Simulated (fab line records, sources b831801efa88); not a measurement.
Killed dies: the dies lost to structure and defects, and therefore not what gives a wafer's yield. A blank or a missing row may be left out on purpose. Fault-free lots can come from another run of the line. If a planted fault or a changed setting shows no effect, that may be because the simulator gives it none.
A lot that was struck, set against a sound lot || flow sfq_line || 13 steps out of a route of 325
Sound: these wafers, L331.2, L331.4, L331.5. Wafers struck: L324.2, L324.3, L324.5. The cause comes at the end.
Per side, at each step with rows, come the tool, then ch with its chambers, and then its first start. Under that, the readings that differ: sound wafers || struck wafers || difference of the means || sigmas: that difference in standard deviations of wafers without a fault.
alike: a reading whose means differ by less than 2 such deviations, as well as words and numbers matching on both sides. not compared: withheld readings; readings where some wafer has no value; bounds like >300 that might hide an equal value; numbers whose values overlap and for which the record gives no deviation.
A row with sigmas, a row that says differs or no value, or rows on one side alone: a step with any of these is where the two part. Numbers that don't overlap but have no deviation are shown without sigmas and don't part them. A reading missing from all wafers of one side parts the sides only when that side holds two or more wafers.

SFQ_I2_OVL_MEAS_918:
  sound on overlay-01 at day 51 06:02; struck on overlay-01 at day 47 22:35
  alike: I2_OVL
SFQ_TRILAYER_I2_VIA_BARC_OPEN_VIA_ETCH_096: etches BARC in O2, target depth 125 nm, time 40.49 s.
  sound on rie_diel-04 ch 0,1,3, day 51 06:04; struck on rie_diel-04 ch 0,2,3, day 47 22:37
  alike: drypump_motor_current_A, oes_product_au
  not compared: rf_hours_counter_h
SFQ_TRILAYER_I2_VIA_ETCH_VIA_ETCH_070: etches SiO2 in CHF3, stops on Nb, target depth 260 nm.
  sound on rie_diel-04 ch 0,1,3, day 51 06:07; struck on rie_diel-04 ch 0,2,3, day 47 22:40
  alike: drypump_motor_current_A, oes_product_au
SFQ_TRILAYER_I2_VIA_STRIP_STRIP_071: strips in O2.
  sound on rie_metal-03 ch 0,1, day 51 06:13; struck on rie_metal-03 ch 0,1, day 47 22:47
  alike: drypump_motor_current_A, oes_product_au
  not compared: rf_hours_counter_h
then, 2 steps without rows for these wafers: SFQ_TRILAYER_I2_VIA_STRIP_SOLV_CLEAN_072 (cleans in NMP, time 600 s); SFQ_TRILAYER_M3_DEP_PRE_CLEAN_074 (time 22.5 s).
SFQ_TRILAYER_M3_DEP_SPUTTER_073: material Nb, target thk 200 nm, time 133.3 s.
  sound on pvd_sputter-06 at day 51 07:02; struck on pvd_sputter-03 at day 47 23:35
  alike: resputter_cathode_voltage_v, throttle_valve_pct
SFQ_M3_RS_MEAS_919: uses a four-point probe to measure.
  sound on film_metro-04 at day 51 07:08; struck on film_metro-04 at day 47 23:41
  alike: M3_NB_RS
then, 3 steps without rows for these wafers: SFQ_TRILAYER_M3_LITHO_COAT_080 (resist thk 62 nm); SFQ_TRILAYER_M3_LITHO_COAT_075 (resist thk 600 nm); SFQ_TRILAYER_M3_LITHO_SOFTBAKE_079.
SFQ_TRILAYER_M3_LITHO_EXPOSE_076: exposes mask M3, target cd 500 nm.
  sound on krf_scanner-02 ch 0, day 56 16:41; struck on krf_scanner-02, day 48 00:56
  no value came back on the struck wafers for exposure_dose_mJ_cm2, focus_offset_nm (nm), stage_vel_mm_s (mm/s); on the sound wafers exposure_dose_mJ_cm2 reads 14.408 14.392 14.369
  alike: mask
then, 1 step without rows for these wafers: SFQ_TRILAYER_M3_LITHO_PEB_078 (peb time 60 s).

WHERE THEY PART
SFQ_TRILAYER_M3_LITHO_EXPOSE_076 only, going by this record.

WHY: what had been put in by the simulator
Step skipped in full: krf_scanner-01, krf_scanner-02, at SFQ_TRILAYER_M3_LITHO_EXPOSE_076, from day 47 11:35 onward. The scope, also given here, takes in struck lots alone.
